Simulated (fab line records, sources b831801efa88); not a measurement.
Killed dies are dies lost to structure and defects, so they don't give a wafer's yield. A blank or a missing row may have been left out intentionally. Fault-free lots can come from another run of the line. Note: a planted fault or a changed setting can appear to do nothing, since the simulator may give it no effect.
What tool caused it? / flow gf180mcu / Sampling: 11 lots, 33 wafers, 4 of 602 route steps

## WHAT THE GAUGES READ, wafer by wafer
GF_M2_CD_MEAS_14 targets a cd of 280 nm.
lot=L617; measured=day 19 15:52; on=cd_sem-01; cd_nm (nm)=281.5 281.7 281.0
lot=L618; measured=day 20 00:27; on=cd_sem-02; cd_nm (nm)=278.4 279.4 278.6
lot=L619; measured=day 20 09:54; on=cd_sem-01; cd_nm (nm)=279.7 278.6 279.3
lot=L621; measured=day 21 07:49; on=cd_sem-01; cd_nm (nm)=281.1 280.9 279.3
lot=L622; measured=day 21 09:33; on=cd_sem-01; cd_nm (nm)=278.6 278.0 277.2
lot=L628; measured=day 23 16:19; on=cd_sem-01; cd_nm (nm)=277.4 277.9 276.5
lot=L629; measured=day 24 00:32; on=cd_sem-01; cd_nm (nm)=281.7 280.3 281.9
lot=L630; measured=day 24 07:39; on=cd_sem-01; cd_nm (nm)=281.9 282.8 281.2
lot=L637; measured=day 26 13:51; on=cd_sem-02; cd_nm (nm)=282.6 281.0 280.7
lot=L638; measured=day 26 22:25; on=cd_sem-01; cd_nm (nm)=277.6 277.0 277.0
lot=L639; measured=day 27 01:05; on=cd_sem-01; cd_nm (nm)=279.7 279.8 280.2

GF_V2_THK_MEAS_03.
lot=L617; measured=day 19 16:55; on=film_metro-01; V2_CVD_02_THK (nm)=847 864 875
lot=L618; measured=day 20 01:28; on=film_metro-03; V2_CVD_02_THK (nm)=856 844 870
lot=L619; measured=day 20 10:58; on=film_metro-01; V2_CVD_02_THK (nm)=843 827 856
lot=L621; measured=day 21 09:01; on=film_metro-04; V2_CVD_02_THK (nm)=854 841 878
lot=L622; measured=day 21 10:35; on=film_metro-04; V2_CVD_02_THK (nm)=825 847 855
lot=L628; measured=day 23 17:20; on=film_metro-01; V2_CVD_02_THK (nm)=850 838 1469 851 838 1470
lot=L629; measured=day 24 01:37; on=film_metro-03; V2_CVD_02_THK (nm)=1438 839 850 1440 840 850
lot=L630; measured=day 24 08:40; on=film_metro-01; V2_CVD_02_THK (nm)=844 837 838
lot=L637; measured=day 26 15:01; on=film_metro-04; V2_CVD_02_THK (nm)=856 836 857
lot=L638; measured=day 26 23:26; on=film_metro-01; V2_CVD_02_THK (nm)=823 849 860
lot=L639; measured=day 27 02:14; on=film_metro-03; V2_CVD_02_THK (nm)=842 854 860

## WHAT TOOL EACH LOT RAN ON (gives the tool, then ch and the chambers of the sampled wafers, and finally the start)
lot=L617; GF_M2_SPUTTER_04=pvd_sputter-04, day 18 14:57; GF_V2_CVD_02=pecvd-01 ch 1,2, day 19 16:50
lot=L618; GF_M2_SPUTTER_04=pvd_sputter-04, day 19 00:11; GF_V2_CVD_02=pecvd-02 ch 0,2, day 20 01:25
lot=L619; GF_M2_SPUTTER_04=pvd_sputter-03, day 19 10:00; GF_V2_CVD_02=pecvd-03 ch 1,2, day 20 10:54
lot=L621; GF_M2_SPUTTER_04=pvd_sputter-04, day 20 08:04; GF_V2_CVD_02=pecvd-02 ch 0,1,2, day 21 08:56
lot=L622; GF_M2_SPUTTER_04=pvd_sputter-02, day 20 09:40; GF_V2_CVD_02=pecvd-03 ch 0,1,2, day 21 10:31
lot=L628; GF_M2_SPUTTER_04=pvd_sputter-02, day 22 17:40; GF_V2_CVD_02=pecvd-02 ch 0,1,2, day 23 17:16
lot=L629; GF_M2_SPUTTER_04=pvd_sputter-03, day 23 01:50; GF_V2_CVD_02=pecvd-02 ch 0,1,2, day 24 01:30
lot=L630; GF_M2_SPUTTER_04=pvd_sputter-03, day 23 10:10; GF_V2_CVD_02=pecvd-01 ch 0,1,2, day 24 08:36
lot=L637; GF_M2_SPUTTER_04=pvd_sputter-02, day 25 16:40; GF_V2_CVD_02=pecvd-02 ch 0,1,2, day 26 14:56
lot=L638; GF_M2_SPUTTER_04=pvd_sputter-04, day 26 01:12; GF_V2_CVD_02=pecvd-02 ch 0,1,2, day 26 23:22
lot=L639; GF_M2_SPUTTER_04=pvd_sputter-04, day 26 04:08; GF_V2_CVD_02=pecvd-02 ch 1,2, day 27 02:08
- GF_M2_SPUTTER_04: material TiN, target thk 50 nm, time 41.7 s.
- GF_V2_CVD_02: deposits SiO2 from TEOS, target thk 850 nm, time 94.851 s.

## AS READ BY THE TOOLS THEMSELVES (means over the sampled wafers that have a number; for cases with no such wafer, the mark the record gives instead)
GF_M2_SPUTTER_04.
lot=L617; tool=pvd_sputter-04; chamber_pressure_pa (Pa)=0.4001; throttle_valve_pct (%)=29.3
lot=L618; tool=pvd_sputter-04; chamber_pressure_pa (Pa)=0.3999; throttle_valve_pct (%)=29.6
lot=L619; tool=pvd_sputter-03; chamber_pressure_pa (Pa)=0.4007; throttle_valve_pct (%)=30.0
lot=L621; tool=pvd_sputter-04; chamber_pressure_pa (Pa)=0.3996; throttle_valve_pct (%)=31.7
lot=L622; tool=pvd_sputter-02; chamber_pressure_pa (Pa)=0.4010; throttle_valve_pct (%)=30.8
lot=L628; tool=pvd_sputter-02; chamber_pressure_pa (Pa)=0.4000; throttle_valve_pct (%)=30.3
lot=L629; tool=pvd_sputter-03; chamber_pressure_pa (Pa)=0.4009; throttle_valve_pct (%)=30.1
lot=L630; tool=pvd_sputter-03; chamber_pressure_pa (Pa)=0.4013; throttle_valve_pct (%)=30.0
lot=L637; tool=pvd_sputter-02; chamber_pressure_pa (Pa)=0.4002; throttle_valve_pct (%)=30.3
lot=L638; tool=pvd_sputter-04; chamber_pressure_pa (Pa)=0.3998; throttle_valve_pct (%)=29.3
lot=L639; tool=pvd_sputter-04; chamber_pressure_pa (Pa)=0.4005; throttle_valve_pct (%)=31.4

GF_V2_CVD_02.
lot=L617; tool=pecvd-01; heater_power_w (W)=666
lot=L618; tool=pecvd-02; heater_power_w (W)=646
lot=L619; tool=pecvd-03; heater_power_w (W)=560
lot=L621; tool=pecvd-02; heater_power_w (W)=673
lot=L622; tool=pecvd-03; heater_power_w (W)=597
lot=L628; tool=pecvd-02; heater_power_w (W)=645
lot=L629; tool=pecvd-02; heater_power_w (W)=671
lot=L630; tool=pecvd-01; heater_power_w (W)=650
lot=L637; tool=pecvd-02; heater_power_w (W)=645
lot=L638; tool=pecvd-02; heater_power_w (W)=673
lot=L639; tool=pecvd-02; heater_power_w (W)=708

## THE ANSWER, worked out from the rows above alone
Rule: usual is defined by the lots themselves. Put in order of their means at a reading, lots are off if they are a third of the lots or fewer, leave a main group of 4 or more, and stand apart from it by a gap of 3 or more times the standard deviation of the main group's means; of several such gaps the widest counts. A main group whose means are all the same, to the digits that the tables above print for the reading, isn't used. A lot without any number at a reading at which 4 lots or more have one is off too. Any other lot the step has rows for is counted as sound. After the gauges, taken in route order, come the tools' own readings; for these a lot's mean is taken, as printed above. At the first step where some lot is off, the reading lying furthest off is the one used; lots without a number count as furthest.
Off: L628, L629, at GF_V2_THK_MEAS_03 (V2_CVD_02_THK). For the main group the mean is 850 nm and the standard deviation 7.6.
A tool fits if, at a process step before that reading, it ran every lot that is off, and no sound lot after the first of them. Gauges at GF_V2_THK_MEAS_03: tried the same way as those tools. Not one of the candidates tried fits.

## WHAT THE SIMULATOR PUT IN
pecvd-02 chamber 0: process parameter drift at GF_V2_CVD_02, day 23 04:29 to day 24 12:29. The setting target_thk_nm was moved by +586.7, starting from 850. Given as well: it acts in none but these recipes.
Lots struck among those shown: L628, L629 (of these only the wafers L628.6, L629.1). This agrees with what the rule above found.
